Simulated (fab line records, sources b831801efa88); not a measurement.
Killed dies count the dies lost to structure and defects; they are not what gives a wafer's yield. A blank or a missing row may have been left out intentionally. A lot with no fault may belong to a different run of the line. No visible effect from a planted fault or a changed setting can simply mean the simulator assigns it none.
fab line records	flow sky130
[record] lots = 13	wafers = 39	last_day = 50
route steps=708 shown FIELD_ISO@2 NWELL@79 VT_ADJUST_HVTP@92 PAD_OPEN@708
lots with no fault: from the same line, run without faults
start_h: hours from the record's first day to the start of the lot's first wafer shown	wait_h: time in hours since the lot's previous step	" identical to the entry in the row above	L1.1+2: a row that stands for several wafers	- value missing, or start not given	* or withheld: withheld	< > ~ a bound
route shown NAME@n: NAME is a module with steps in the file, n the number in the route of the first one	usual: mean/standard deviation of fault-free wafers	same: alike in all rows	chamber/n: place in a boat	sites: per-site readings	_std_site: the values' standard deviation	_edge_site: inner sites' mean taken away from outer sites' mean	radius_mm: how far each site lies from the wafer's centre	mask NAME#n: copy n	behind: the most recent tool/chamber to have shaped the wafer	hold: why the lot was held/for how many hours/how that ended	device: names the non-switching transistor (n, p or np)	end of line: tests of these same wafers at the route's end	a step without rows: its recipe alone	killed: at the first sort, the dies lost to defects and structure; wafer yield is something else	map: shows each die of a wafer: x if killed, . if not, _ if none is there
set.NAME: the setting that was run; set.NAME@STEP: the one run at that earlier step	model.NAME: the simulator's own value behind a step, which no gauge read
a sample of lots followed through the steps of the route, with each step as a table and each wafer as a row
services: the hour from which a tool's chamber was out of use, counted from the record's first day as start_h (under 0 if before that day), plus the number of hours and why
[[steps]]
[step SKY_FIELD_ISO_OXIDATION_01]
[recipe] temp_c = 900	ambient = O2	stabilise_s = 600	purge_s = 300	target_thk_a = 120	ox_time_s = 1843
[same] stabilise_s = 600
lot.wafer	tool	chamber	start_h	wait_h
L631.1+3+6	furnace-01	0	11.31	1.3
L632.2+3+6	furnace-02	0	15.16	0.1
L634.1+4+5	furnace-01	0	25.12	0.1
L638.3+4+6	furnace-02	0	45.25	0.2
L639.2+3+5	furnace-01	0	50.12	0.1
L640.2+5+6	furnace-02	0	55.12	0.1
L641.1+2+5	furnace-02	0	62.23	2.2
L643.1+2+6	furnace-02	0	70.86	0.8
L645.2+3+5	furnace-01	0	80.12	0.1
L647.3+4+6	furnace-01	0	90.12	0.1
L647.3+4+6	furnace-01	0	91.80	0.2
L648.1+2+4	furnace-01	0	95.12	0.1
L650.1+2+6	furnace-01	0	107.10	2.1
L650.1+2+6	furnace-01	0	110.12	1.5
L653.1+3+4	furnace-02	0	121.84	1.8
[step SKY_FIELD_ISO_THK_MEAS_02]
[recipe] reads = SiO2_of_FIELD_ISO_OXIDATION_01
[usual] FIELD_ISO_OXIDATION_00_THK = 11.91/0.19
lot.wafer	tool	chamber	start_h	wait_h	FIELD_ISO_OXIDATION_00_THK[nm]
L631.1	film_metro-03	-	12.82	0.0	11.99
L631.3	"	-	"	"	11.89
L631.6	"	-	"	"	11.97
L632.2	film_metro-04	-	16.68	0.0	12.01
L632.3	"	-	"	"	12.21
L632.6	"	-	"	"	11.97
L634.1	film_metro-03	-	26.63	0.0	12.20
L634.4	"	-	"	"	11.98
L634.5	"	-	"	"	12.04
L638.3	film_metro-04	-	46.78	0.0	11.97
L638.4	"	-	"	"	11.91
L638.6	"	-	"	"	11.72
L639.2	film_metro-03	-	51.64	0.0	11.86
L639.3	"	-	"	"	11.62
L639.5	"	-	"	"	11.73
L640.2	film_metro-03	-	56.64	0.0	11.96
L640.5	"	-	"	"	12.08
L640.6	"	-	"	"	11.85
L641.1	film_metro-04	-	63.75	0.0	11.80
L641.2	"	-	"	"	11.62
L641.5	"	-	"	"	11.86
L643.1	film_metro-03	-	72.37	0.0	12.07
L643.2	"	-	"	"	11.95
L643.6	"	-	"	"	11.93
L645.2	film_metro-01	-	81.64	0.0	11.88
L645.3	"	-	"	"	11.93
L645.5	"	-	"	"	11.86
L647.3	film_metro-01	-	93.33	0.0	19.25
L647.4	"	-	"	"	19.37
L647.6	"	-	"	"	19.25
L648.1	film_metro-04	-	96.63	0.0	12.15
L648.2	"	-	"	"	11.98
L648.4	"	-	"	"	12.05
L650.1	film_metro-01	-	111.63	0.0	18.92
L650.2	"	-	"	"	18.91
L650.6	"	-	"	"	19.07
L653.1	film_metro-01	-	123.35	0.0	11.78
L653.3	"	-	"	"	11.65
L653.4	"	-	"	"	11.83
[step SKY_FIELD_ISO_ETCH_15]
[recipe] chemistry = CHF3/O2	target_depth_nm = 180	stop_on = Si	source_w = 600	bias_w = 200	pressure_mtorr = 40	chf3_flow_sccm = 50	O2_flow_sccm = 5	time_s = 72
[usual] chamber_pressure_mTorr = 40.00/0.038	drypump_motor_current_A = 5.8/0.65	oes_product_au = 0.948/0.0064	throttle_valve_pct = 8.845/0.009
lot.wafer	tool	chamber	start_h	wait_h	chamber_pressure_mTorr	drypump_motor_current_A	oes_product_au	rf_hours_counter_h	throttle_valve_pct
L631.1	rie_diel-03	0	33.49	0.0	40.00	5.8	0.956	3	8.834
L631.3	"	2	"	"	40.02	6.5	0.957	132	8.841
L631.6	"	3	"	"	40.02	4.7	0.957	-	8.848
L632.2	rie_diel-04	1	33.52	0.0	39.97	5.9	0.944	1	8.845
L632.3	"	2	"	"	40.00	5.1	0.940	28	8.835
L632.6	"	1	"	"	40.03	5.9	0.953	-	8.847
L634.1	rie_diel-03	1	48.97	0.0	39.95	5.5	0.949	23	8.846
L634.4	"	2	"	"	40.04	6.5	0.949	132	8.843
L634.5	"	0	"	"	39.98	5.8	0.948	-	8.859
L638.3	rie_diel-01	3	65.74	0.0	39.97	5.1	0.943	73	8.848
L638.4	"	0	"	"	40.04	6.5	0.944	124	8.846
L638.6	"	0	"	"	39.99	6.5	0.945	-	8.843
L639.2	rie_diel-04	3	69.57	0.0	39.96	6.6	0.943	0	8.854
L639.3	"	2	"	"	40.00	5.1	0.944	28	8.839
L639.5	"	0	"	"	40.05	5.5	0.945	-	8.848
L640.2	rie_diel-01	0	76.69	0.0	40.02	6.5	0.941	124	8.841
L640.5	"	2	"	"	40.03	5.5	0.947	-	8.837
L640.6	"	1	"	"	39.99	6.4	0.953	-	8.830
L641.1	rie_diel-04	2	82.12	0.0	39.99	5.1	0.952	29	8.845
L641.2	"	0	"	"	39.99	5.5	0.946	73	8.846
L641.5	"	3	"	"	40.02	6.5	0.954	-	8.863
L643.1	rie_diel-01	2	91.32	0.0	40.00	5.4	0.940	59	8.830
L643.2	"	0	"	"	40.03	6.5	0.944	124	8.849
L643.6	"	1	"	"	39.99	6.4	0.941	-	8.836
L645.2	rie_diel-01	0	102.07	0.0	39.99	6.5	0.950	124	8.843
L645.3	"	2	"	"	40.02	5.5	0.956	59	8.855
L645.5	"	3	"	"	40.01	5.2	0.949	-	8.840
L647.3	rie_diel-04	2	112.47	0.0	40.00	5.1	0.946	29	8.860
L647.4	"	1	"	"	40.01	5.9	0.940	2	8.843
L647.6	"	0	"	"	40.07	5.5	0.953	-	8.845
L648.1	rie_diel-04	2	116.54	0.0	40.00	5.2	0.952	30	8.853
L648.2	"	0	"	"	39.97	5.4	0.942	74	8.843
L648.4	"	1	"	"	40.01	5.9	0.965	3	8.853
L650.1	rie_diel-03	2	129.32	0.0	40.00	6.6	0.942	134	8.843
L650.2	"	0	"	"	39.97	5.8	0.950	5	8.819
L650.6	"	1	"	"	39.92	5.4	0.950	-	8.841
L653.1	rie_diel-01	3	144.94	0.0	40.06	5.1	0.956	74	8.855
L653.3	"	2	"	"	39.96	5.5	0.952	60	8.831
L653.4	"	1	"	"	39.98	6.4	0.952	40	8.844
[step SKY_NWELL_TW_MEAS_26]
[usual] NWELL_2_TW = 495/3.7
lot.wafer	tool	chamber	start_h	wait_h	NWELL_2_TW
L631.1	film_metro-03	-	108.07	0.1	492
L631.3	"	-	"	"	493
L631.6	"	-	"	"	492
L632.2	film_metro-02	-	109.20	0.1	495
L632.3	"	-	"	"	494
L632.6	"	-	"	"	494
L634.1	film_metro-04	-	123.09	0.1	495
L634.4	"	-	"	"	495
L634.5	"	-	"	"	495
L638.3	film_metro-04	-	145.64	0.1	491
L638.4	"	-	"	"	489
L638.6	"	-	"	"	492
L639.2	film_metro-04	-	152.76	0.1	492
L639.3	"	-	"	"	489
L639.5	"	-	"	"	489
L640.2	film_metro-02	-	160.21	0.1	496
L640.5	"	-	"	"	496
L640.6	"	-	"	"	497
L641.1	film_metro-03	-	164.70	0.1	499
L641.2	"	-	"	"	496
L641.5	"	-	"	"	498
L643.1	film_metro-02	-	178.80	0.1	498
L643.2	"	-	"	"	499
L643.6	"	-	"	"	498
L645.2	film_metro-02	-	188.26	0.1	497
L645.3	"	-	"	"	499
L645.5	"	-	"	"	499
L647.3	film_metro-02	-	202.19	0.1	499
L647.4	"	-	"	"	498
L647.6	"	-	"	"	499
L648.1	film_metro-04	-	206.85	0.1	488
L648.2	"	-	"	"	488
L648.4	"	-	"	"	486
L650.1	film_metro-03	-	219.84	0.1	497
L650.2	"	-	"	"	497
L650.6	"	-	"	"	497
L653.1	film_metro-03	-	238.74	0.1	497
L653.3	"	-	"	"	497
L653.4	"	-	"	"	496
[step SKY_VT_ADJUST_HVTP_CD_MEAS_07]
[recipe] target_cd_nm = 380
[usual] cd_nm = 380.3/2.6
lot.wafer	tool	chamber	start_h	wait_h	cd_nm
L631.1	cd_sem-02	-	127.16	0.1	379.8
L631.3	"	-	"	"	378.1
L631.6	"	-	"	"	376.9
L632.2	cd_sem-01	-	127.78	0.1	378.2
L632.3	"	-	"	"	379.1
L632.6	"	-	"	"	378.4
L634.1	cd_sem-02	-	142.72	0.1	379.3
L634.4	"	-	"	"	377.1
L634.5	"	-	"	"	382.0
L638.3	cd_sem-01	-	165.54	0.1	377.1
L638.4	"	-	"	"	375.7
L638.6	"	-	"	"	380.2
L639.2	cd_sem-01	-	173.78	0.1	377.7
L639.3	"	-	"	"	377.3
L639.5	"	-	"	"	376.6
L640.2	cd_sem-01	-	180.14	0.1	379.8
L640.5	"	-	"	"	382.3
L640.6	"	-	"	"	379.5
L641.1	cd_sem-02	-	185.61	0.1	383.1
L641.2	"	-	"	"	382.8
L641.5	"	-	"	"	381.3
L643.1	cd_sem-01	-	200.51	0.1	381.7
L643.2	"	-	"	"	382.0
L643.6	"	-	"	"	380.0
L645.2	cd_sem-02	-	209.72	0.1	381.7
L645.3	"	-	"	"	381.0
L645.5	"	-	"	"	382.4
L647.3	cd_sem-02	-	223.96	0.1	383.2
L647.4	"	-	"	"	384.0
L647.6	"	-	"	"	380.4
L648.1	cd_sem-01	-	228.96	0.1	384.6
L648.2	"	-	"	"	381.1
L648.4	"	-	"	"	380.5
L650.1	cd_sem-01	-	243.00	0.1	385.3
L650.2	"	-	"	"	385.9
L650.6	"	-	"	"	386.1
L653.1	cd_sem-02	-	261.46	0.1	381.0
L653.3	"	-	"	"	380.4
L653.4	"	-	"	"	378.8
[step SKY_PAD_OPEN_PROBE_99]
[usual] killed_at_M0_to_M3 = 44/6.8	killed_at_M4_up = 3.1/1.9	killed_at_contacts = 25/5.9	killed_at_front_end = 15/4.3	killed_at_other = 0.2/0.51	killed_dies = 87/11	killed_open = 47/7.9	killed_short = 39/6.4
[same] gross_dies = 492	killed_at_back_side = 0
lot.wafer	tool	chamber	start_h	wait_h	killed_at_M0_to_M3	killed_at_M4_up	killed_at_contacts	killed_at_front_end	killed_at_other	killed_dies	killed_open	killed_short
L640.2	prober-02	-	1128.40	0.1	38	1	19	14	0	72	34	38
L640.5	prober-02	-	1128.55	0.2	52	3	16	11	0	82	47	35
L640.6	prober-02	-	1128.60	0.2	50	1	20	11	0	82	54	28
L647.3	prober-01	-	1165.15	0.2	46	6	27	13	0	92	38	54
L647.4	prober-01	-	1165.20	0.2	50	3	33	14	0	100	58	42
L647.6	prober-01	-	1165.30	0.2	46	5	28	13	0	92	56	36
L650.1	prober-01	-	1186.27	0.1	41	2	22	15	0	80	32	48
L650.2	prober-01	-	1186.32	0.1	42	2	16	18	0	78	48	30
// killed by level:class
L640.2 VIA2:geometric_particle:open=8 CONTACT:geometric_particle:open=7 METAL1:geometric_particle:short=7 VIA1:geometric_particle:short=6 POLY_GATE:geometric_particle:open=5 POLY_GATE:geometric_particle:short=5 CONTACT:geometric_particle:short=5 VIA1:geometric_particle:open=5
L640.5 VIA1:geometric_particle:open=14 VIA2:geometric_particle:open=10 LI_CONTACT:geometric_particle:open=5 CONTACT:geometric_particle:open=5 CONTACT:geometric_particle:short=5 METAL2:geometric_particle:short=5 METAL1:geometric_particle:short=4 VIA1:geometric_particle:short=4
L640.6 VIA1:geometric_particle:open=14 VIA2:geometric_particle:open=10 CONTACT:geometric_particle:open=9 METAL1:geometric_particle:short=8 LI_CONTACT:geometric_particle:open=7 VIA3:geometric_particle:open=6 FIELD_ISO:geometric_particle:open=4 VIA2:geometric_particle:short=4
L647.3 LOCAL_INTERCONNECT:geometric_particle:short=9 METAL1:geometric_particle:short=9 CONTACT:geometric_particle:open=8 VIA3:geometric_particle:short=8 LI_CONTACT:geometric_particle:open=6 VIA1:geometric_particle:open=6 VIA2:geometric_particle:open=5 METAL2:geometric_particle:short=5
L647.4 VIA1:geometric_particle:open=16 CONTACT:geometric_particle:open=12 LI_CONTACT:geometric_particle:open=9 VIA2:geometric_particle:open=9 LOCAL_INTERCONNECT:geometric_particle:short=5 VIA1:geometric_particle:short=5 CONTACT:geometric_particle:short=4 FIELD_ISO:geometric_particle:short=4
L647.6 VIA2:geometric_particle:open=11 CONTACT:geometric_particle:open=10 VIA3:geometric_particle:open=9 VIA1:geometric_particle:open=8 FIELD_ISO:geometric_particle:open=6 CONTACT:geometric_particle:short=6 LI_CONTACT:geometric_particle:open=5 LOCAL_INTERCONNECT:geometric_particle:short=5
L650.1 METAL1:geometric_particle:short=8 VIA2:geometric_particle:open=8 LOCAL_INTERCONNECT:geometric_particle:short=7 POLY_GATE:geometric_particle:short=6 METAL2:geometric_particle:short=6 LI_CONTACT:geometric_particle:open=5 CONTACT:geometric_particle:open=5 VIA1:geometric_particle:open=5
L650.2 VIA2:geometric_particle:open=10 VIA1:geometric_particle:open=9 CONTACT:geometric_particle:open=7 METAL2:geometric_particle:short=6 POLY_GATE:geometric_particle:short=5 POLY_GATE:geometric_particle:open=5 VIA1:geometric_particle:short=5 LI_CONTACT:geometric_particle:open=4
[[services]]
tool	chamber	start_h	hours	kind
rie_diel-04	1	-3.91	-	clean
rie_diel-04	1	-3.91	13.5	scheduled_down
rie_diel-04	1	-3.91	13.5	vent_cycle
furnace-02	-	27.69	3.1	pm
rie_diel-04	3	44.97	-	clean
rie_diel-04	3	44.97	23.2	scheduled_down
rie_diel-04	3	44.97	23.2	vent_cycle
rie_diel-03	3	49.50	5.1	repair
furnace-02	-	56.63	4.1	pm
rie_diel-03	-	95.60	1.6	repair
rie_diel-04	-	108.61	0.8	repair
furnace-01	-	113.13	3.1	pm
[[key]]
[first_sign] step = SKY_FIELD_ISO_OXIDATION_01	reading = visit	direction = added
[effect] step = SKY_FIELD_ISO_THK_MEAS_02	reading = FIELD_ISO_OXIDATION_00_THK	direction = up	sigmas = 39	usual = 11.91	struck = 19.13
met_at SKY_FIELD_ISO_OXIDATION_01
struck_lots L647,L650
tester_left_out L647,L650
not_acting_at SKY_FIELD_ISO_ETCH_15,SKY_NWELL_TW_MEAS_26,SKY_VT_ADJUST_HVTP_CD_MEAS_07
[fault] kind = repeated_step_whole	tool = furnace-01,furnace-02	chamber = -	onset_h = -	steps = SKY_FIELD_ISO_OXIDATION_01	times = 1	scope = struck_lots_only
// tester_left_out: of these lots the tester's yield and bins aren't shown, on N5 and GAA mostly nor the transistor test; their killed dies are dies lost to structure and defects alone, not to doping, threshold or leakage, so they don't give the yield
